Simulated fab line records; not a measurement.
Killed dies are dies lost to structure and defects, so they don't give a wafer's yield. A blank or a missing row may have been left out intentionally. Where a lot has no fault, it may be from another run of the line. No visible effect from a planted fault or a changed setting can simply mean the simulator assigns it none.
Chamber matching    flow sky130    cmp-02 running SKY_VIA1_CMP_02: 4 sister chambers
The step polishes SiO2. 4 wafers are shown with their chamber, then 7 later ones without.

== EACH WAFER AND ITS CHAMBER ==
wafer   chamber  motor_current_A (A)
L466.5  1        13.5
L469.2  3        11.4
L470.1  0        13.5
L470.4  2        9.9

== WAFERS WHOSE CHAMBER IS MISSING ==
wafer   motor_current_A (A)
L470.5  9.6
L472.2  13.3
L472.3  12.6
L472.5  13.1
L479.1  12.8
L479.2  11.5
L479.4  14.1

== THE CHAMBER EACH PASSED THROUGH ==
wafer   from the rows above           in truth
L470.5  2                             2
L472.2  can't be placed: 0 or 1       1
L472.3  can't be placed: 0 or 1 or 3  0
L472.5  can't be placed: 0 or 1       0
L479.1  can't be placed: 0 or 1 or 3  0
L479.2  3                             3
L479.4  can't be placed: 0 or 1       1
Correct placement for 2 of the 7. Unplaceable from these rows: 5, with the true chamber sitting among the candidates in 5. 0 placed wrongly.
How it was worked out, from the rows above alone: a wafer's distance from a chamber is the root of the sum, over the readings, of the square of ((its reading less the chamber's mean) divided by the reading's scatter). If the next closest chamber is less than 2 further off than the closest, the wafer can't be placed; otherwise it belongs to the closest. Each chamber's mean is taken over the wafers shown for it. The scatter (one wafer shown for each chamber): square how far every hidden wafer sits from the nearest shown wafer, average those squares and take the square root.
